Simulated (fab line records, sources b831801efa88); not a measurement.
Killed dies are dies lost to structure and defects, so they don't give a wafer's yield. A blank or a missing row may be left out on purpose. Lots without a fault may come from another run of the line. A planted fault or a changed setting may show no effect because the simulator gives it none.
Chamber matching | flow gf180mcu | GF_V1_CMP_26 on cmp-02: 4 sister chambers
The step polishes, stops on SiO2, t overpolish 15 s, target thk 0 nm. 18 wafers are shown with their chamber, then 9 later ones without.

WAFERS WITH THEIR CHAMBER
wafer  | chamber | motor_current_A (A) | time_to_endpoint_s (s) | overpolish_run_s (s)
L582.1 | 0       | 10.7                | 85                     | 14.992
L582.2 | 3       | 11.4                | 80                     | 14.990
L582.5 | 1       | 10.4                | 78                     | 15.007
L583.1 | 2       | 9.5                 | 78                     | 15.010
L583.4 | 3       | 11.5                | 80                     | 15.005
L583.6 | 2       | 9.1                 | 80                     | 15.014
L585.1 | 3       | 12.2                | 82                     | 15.006
L585.3 | 0       | 10.4                | 86                     | 15.004
L585.5 | 3       | 12.0                | 81                     | 14.995
L586.2 | 3       | 11.5                | 77                     | 14.984
L586.3 | 0       | 10.8                | 84                     | 14.998
L586.5 | 0       | 10.3                | 81                     | 14.997
L590.2 | 1       | 10.0                | 76                     | 15.005
L590.5 | 1       | 10.7                | 79                     | 15.005
L590.6 | 2       | 9.7                 | 78                     | 15.001
L591.1 | 1       | 10.6                | 73                     | 15.015
L591.3 | 3       | 12.0                | 79                     | 14.996
L591.4 | 2       | 9.3                 | 77                     | 15.004

SIGNATURES (means of the wafers above)
reading            | chamber 0 | chamber 1 | chamber 2 | chamber 3 | scatter within a chamber
motor_current_A    | 10.550    | 10.425    | 9.400     | 11.767    | 0.297
time_to_endpoint_s | 84.00     | 76.50     | 78.25     | 79.83     | 1.97
overpolish_run_s   | 14.99775  | 15.00800  | 15.00725  | 14.99600  | 0.00658
Rule: a wafer's distance from a chamber is the root of the sum, over the readings, of the square of ((its reading less the chamber's mean) divided by the reading's scatter). The wafer belongs to the nearest chamber; if the next one is less than 2 further off, it can't be placed. The scatter: the root of (the sum of the squares of (reading less its chamber's mean) over the shown wafers, divided by (wafers less chambers)).

WAFERS WITHOUT THEIR CHAMBER
wafer  | motor_current_A (A) | time_to_endpoint_s (s) | overpolish_run_s (s)
L592.1 | 10.9                | 78                     | 14.984
L592.2 | 10.0                | 81                     | 15.000
L592.3 | 9.4                 | 79                     | 14.985
L600.2 | 10.5                | 82                     | 15.006
L600.5 | 9.1                 | 84                     | 15.019
L600.6 | 12.0                | 84                     | 15.012
L605.2 | 10.2                | 76                     | 15.003
L605.4 | 11.2                | 82                     | 15.009
L605.6 | 11.1                | 77                     | 14.989

WHICH CHAMBER EACH WENT THROUGH
wafer  | from the rows above          | in truth
L592.1 | can't be placed: 3 or 0 or 1 | 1
L592.2 | can't be placed: 0 or 2 or 1 | 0
L592.3 | can't be placed: 2 or 0 or 1 | 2
L600.2 | can't be placed: 0 or 1      | 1
L600.5 | 2                            | 2
L600.6 | 3                            | 3
L605.2 | can't be placed: 1 or 2      | 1
L605.4 | can't be placed: 0 or 3 or 1 | 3
L605.6 | can't be placed: 3 or 1 or 0 | 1
Placed correctly: 2 of 9. Can't be placed from these rows: 7 (the true chamber is among the candidates in 7). Placed wrongly: 0.
